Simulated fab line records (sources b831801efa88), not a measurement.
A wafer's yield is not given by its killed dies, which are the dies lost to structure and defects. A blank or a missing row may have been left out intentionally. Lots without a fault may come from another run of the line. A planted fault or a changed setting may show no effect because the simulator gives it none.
A struck lot beside a sound one + flow sky130 + 17 out of 708 route steps
Sound: these wafers, L632.4, L632.5, L632.6. The struck wafers were L640.2, L640.4, L640.6. At the end, the cause is stated.
Per side, at each step with rows, come the tool, then ch with its chambers, and then its first start. Under that, the readings that differ: sound wafers + struck wafers + difference of the means + sigmas: that difference in standard deviations of wafers without a fault.
alike: a reading whose means differ by less than 2 such deviations, as well as words and numbers matching on both sides. not compared: withheld readings; readings where some wafer has no value; bounds like >300 that might hide an equal value; numbers whose values overlap and for which the record gives no deviation.
Wherever a step has rows on one side only, a row that says differs or no value, or a row with sigmas, the two part there. Numbers that have no deviation but don't overlap get no sigmas and don't part them. Lack of a reading on every wafer of one side parts them only where that side has two or more wafers.

SKY_LI_CONTACT_CMP_02: polishes PSG.
  sound on cmp-01 ch 1,2, day 28 07:17; struck on cmp-02 ch 1,2,3, day 30 18:02
| reading                | sound    | struck   | difference | sigmas |
|------------------------|----------|----------|------------|--------|
| time-to-endpoint-s (s) | 28 24 29 | 33 38 34 | +8         | +2     |
  alike: motor-current-A, retaining-ring-pressure-frac, slurry-flow-ml-min
SKY_LI_CONTACT_BOW_MEAS_03:
  sound on film-metro-01 at day 28 07:35; struck on film-metro-03 at day 30 18:21
  alike: LI_CONTACT_BOW
then, 8 steps without rows for these wafers: SKY_LI_CONTACT_DEHYDRATE_04 (time 60 s); SKY_LI_CONTACT_HMDS_05 (prime time 60 s); SKY_LI_CONTACT_COAT_06 (resist thk 60 nm); SKY_LI_CONTACT_COAT_07 (resist thk 450 nm); SKY_LI_CONTACT_SOFTBAKE_08 (time 90 s); SKY_LI_CONTACT_EXPOSE_09 (exposes mask LICM1, target cd 170 nm); SKY_LI_CONTACT_PEB_10; SKY_LI_CONTACT_DEVELOP_11 (develop time 60 s).
SKY_LI_CONTACT_CD_MEAS_12: the cd target is 170 nm.
  sound on cd-sem-01 at day 29 10:46; struck on cd-sem-01 at day 31 22:01
  alike: cd-nm
SKY_LI_CONTACT_OVL_MEAS_13:
  sound on overlay-01 at day 29 10:50; struck on overlay-01 at day 31 22:07
  alike: LI_CONTACT_OVL
SKY_LI_CONTACT_ETCH_14: etches BARC in N2/H2, stops on SiO2, time 45.9 s, target depth 60 nm.
  sound on rie-diel-04 ch 1,2,3, day 29 10:51; struck on rie-diel-01 ch 0,1,3, day 31 22:09
| reading                                           | sound             | struck            | difference | sigmas |
|---------------------------------------------------|-------------------|-------------------|------------|--------|
| oes-product-au (a.u.)                             | 0.857 0.857 0.858 | 0.658 0.645 0.639 | -0.210     | -44    |
| run-length-s (s)                                  | 73.2 73.4 73.9    | 109.3 110.5 109.5 | +36.3      | +64    |
| model.KrF-thick_of_LI_CONTACT_COAT_07.thk-nm (nm) | 391.5 393 394.5   | 361.1 359.3 360.7 | -32.6      |        |
| model.LI_CONTACT.cd-nm (nm)                       | 168.9 170.9 170.4 | 178.1 177.9 174.5 | +6.8       |        |
| model.SiO2_of_SONOS_ONO_CVD_04.thk-nm (nm)        | 4.422 4.425 4.444 | 2.733 2.61 2.647  | -1.767     |        |
  alike: drypump-motor-current-A, rf-fwd-power-W, throttle-valve-pct
  not compared: rf-hours-counter-h
SKY_LI_CONTACT_ETCH_15: etches PSG in C4F8/O2/Ar, stops on Si, target depth 600 nm.
  sound on rie-diel-04 ch 1,2,3, day 29 10:54; struck on rie-diel-01 ch 0,1,3, day 31 22:11
| reading                                           | sound           | struck            | difference | sigmas |
|---------------------------------------------------|-----------------|-------------------|------------|--------|
| model.KrF-thick_of_LI_CONTACT_COAT_07.thk-nm (nm) | 228 229.8 233.4 | 204.6 196.6 201.4 | -29.5      |        |
| model.LI_CONTACT.cd-nm (nm)                       | 169.3 169.7 171 | 176.9 178.2 175.4 | +6.8       |        |
  alike: oes-product-au, rf-fwd-power-W
SKY_LI_CONTACT_STRIP_16: strips in O2/N2.
  sound on plasma-asher-04 ch 0,1, day 29 11:01; struck on plasma-asher-04 ch 1, day 31 22:17
| reading                      | sound          | struck         | difference | sigmas |
|------------------------------|----------------|----------------|------------|--------|
| strip-time-to-endpoint-s (s) | 3.46 3.45 3.51 | 3.19 3.12 3.17 | -0.31      | -6     |
  alike: drypump-motor-current-A, oes-product-au
  not compared: rf-hours-counter-h
then, 1 step without rows for these wafers: SKY_LI_CONTACT_CLEAN_17 (cleans in NMP, time 600 s).
-- the record jumps here: 16 days lie between the struck wafers' starts before and after (it left off in module LI_CONTACT and takes up again in module PAD_OPEN, whose first step shown is number 708 of the route) --
SKY_PAD_OPEN_PROBE_99:
  sound on prober-02 at day 46 03:20; struck on prober-02 at day 47 23:55
| reading                       | sound             | struck            | difference | sigmas |
|-------------------------------|-------------------|-------------------|------------|--------|
| model.etest.licon-poly.rc-ohm | 149.4 152.8 151.9 | 143.2 143.3 147.3 | -6.8       |        |
  alike: killed_at_M0_to_M3, killed_at_M4_up, killed-at-contacts, killed-at-front-end, killed-at-other, killed-dies, killed-open, killed-short
  not compared: model.etest.licon-pdiff.rc-ohm, model.etest.licon-ndiff.rc-ohm

## WHERE THEY PART
Earliest at SKY_LI_CONTACT_CMP_02; latest, in this record, at SKY_LI_CONTACT_STRIP_16. Later steps at which nothing parts them and some readings are alike: SKY_PAD_OPEN_PROBE_99.

WHY: what had been put in by the simulator
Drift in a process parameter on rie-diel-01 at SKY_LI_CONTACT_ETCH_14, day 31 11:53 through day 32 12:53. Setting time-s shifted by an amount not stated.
